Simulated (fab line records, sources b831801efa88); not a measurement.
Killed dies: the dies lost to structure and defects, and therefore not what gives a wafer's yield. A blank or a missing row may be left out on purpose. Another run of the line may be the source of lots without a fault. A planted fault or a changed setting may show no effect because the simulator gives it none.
Split-lot study | flow sfq-line | 23 wafers read from 5 lots, route of 325 steps

== ON THE SPLIT ==
At SFQ_TRILAYER_R5_BARC_OPEN_METAL_ETCH_177 (etches BARC in O2, target depth 125 nm, time 41.7 s), the setting icp-w was moved away from the recipe's 600 W on 12 of the 23 wafers read, by +5.1% to +9.8%. All remaining wafers had this setting at the recipe value.

Reading taken at the split's own step.

== THE READING ==
KrF_of_TRILAYER_R5_LITHO_COAT_136.thk-nm (the simulator's own value, which no gauge read), in nm, at SFQ_TRILAYER_R5_BARC_OPEN_METAL_ETCH_177 (etches BARC in O2, target depth 125 nm, time 41.7 s). There is no usual value for it anywhere in the file. Across the 11 wafers here that went through the recipe, the average is 523.4 nm and the standard deviation 1.1 nm.

wafer  | tool, chamber at the split | icp-w as run, W | against the recipe | KrF_of_TRILAYER_R5_LITHO_COAT_136.thk-nm, nm | against lot-mates on the recipe
L077.1 | rie-metal-04, 0            | 600             | recipe             | 522.9                                        | -
L077.2 | rie-metal-04, 1            | 600             | recipe             | 523.1                                        | -
L077.4 | rie-metal-04, 0            | 658.6           | +9.8%              | 518.7                                        | -4.3
L077.5 | rie-metal-04, 1            | 658.6           | +9.8%              | 519.5                                        | -3.5
L077.6 | rie-metal-04, 0            | 658.6           | +9.8%              | 517.4                                        | -5.6
L079.1 | rie-metal-01, 0            | 655.8           | +9.3%              | 520.7                                        | -4.0
L079.2 | rie-metal-01, 1            | 600             | recipe             | 526                                          | -
L079.3 | rie-metal-01, 0            | 600             | recipe             | 523.5                                        | -
L079.4 | rie-metal-01, 1            | 655.8           | +9.3%              | 522.2                                        | -2.5
L079.6 | rie-metal-01, 1            | 655.8           | +9.3%              | 521.7                                        | -3.0
L080.1 | rie-metal-01, 1            | 631.9           | +5.3%              | 521.6                                        | -1.4
L080.2 | rie-metal-01, 0            | 631.9           | +5.3%              | 521                                          | -2.0
L080.3 | rie-metal-01, 0            | 600             | recipe             | 523.4                                        | -
L080.4 | rie-metal-01, 1            | 631.9           | +5.3%              | 522.6                                        | -0.4
L080.5 | rie-metal-01, 1            | 600             | recipe             | 522.6                                        | -
L081.1 | rie-metal-02, 1            | 600             | recipe             | 523.2                                        | -
L081.4 | rie-metal-02, 1            | 600             | recipe             | 522                                          | -
L081.5 | rie-metal-02, 0            | 600             | recipe             | 523.4                                        | -
L085.2 | rie-metal-04, 0            | 600             | recipe             | 525                                          | -
L085.3 | rie-metal-04, 0            | 630.9           | +5.1%              | 521.4                                        | -2.5
L085.4 | rie-metal-04, 1            | 630.9           | +5.1%              | 520.1                                        | -3.8
L085.5 | rie-metal-04, 0            | 630.9           | +5.1%              | 521.6                                        | -2.3
L085.6 | rie-metal-04, 1            | 600             | recipe             | 522.8                                        | -

THE FIT
A straight line over all 23 wafers: KrF_of_TRILAYER_R5_LITHO_COAT_136.thk-nm changes by -0.367 nm for each +1% of icp-w; r = -0.78; the points scatter about the line by 1.2 nm.
The same after taking each lot's own level away (the mean of its wafers on the recipe; 23 wafers): -0.403 nm for each +1%; r = -0.87; scatter 0.95 nm.
According to that fit, moving icp-w by its largest amount changes the reading by 3.9 nm.
The span of the lots' own levels, 522.87 to 524.75 nm, comes to 1.8 times the standard deviation stated above.
So the lot-to-lot level blurs the effect unless lot-mates are compared.
Check: -3.86 nm against its lot-mates is what the line predicts for one of the wafers moved furthest among these (+9.8%) when that wafer is left out of the fit. Against them it came out at -4.3 nm.

== THE OTHER SPLITS THESE WAFERS WENT THROUGH ==
Note: prior to the reading, these wafers also went through further splits. Each is held against what the fit with the lots' levels taken away leaves over:
other split on the same wafers                   | wafers away from the commonest value | r with KrF_of_TRILAYER_R5_LITHO_COAT_136.thk-nm (lot level and that fit taken away)
SFQ_TRILAYER_M2_LITHO_COAT_057 spin-rpm          | 4                                    | -0.24
SFQ_TRILAYER_M3_LITHO_COAT_080 spin-rpm          | 7                                    | -0.10
SFQ_TRILAYER_M4_DEP_SPUTTER_091 power-w          | 7                                    | +0.04
SFQ_TRILAYER_M4_LITHO_COAT_093 spin-rpm          | 11                                   | -0.44
SFQ_TRILAYER_M4_ETCH_METAL_ETCH_096 bias-w       | 10                                   | -0.27
SFQ_TRILAYER_JJ_TRILAYER_DEP_SPUTTER_110 power-w | 11                                   | +0.16
SFQ_TRILAYER_JJ_CE_LITHO_COAT_114 resist-thk-nm  | 9                                    | -0.13

== THE FILE'S OWN FIT ==
KrF_of_TRILAYER_R5_LITHO_COAT_136.thk-nm changes by -0.405 nm for each +1% of icp-w, r = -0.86.
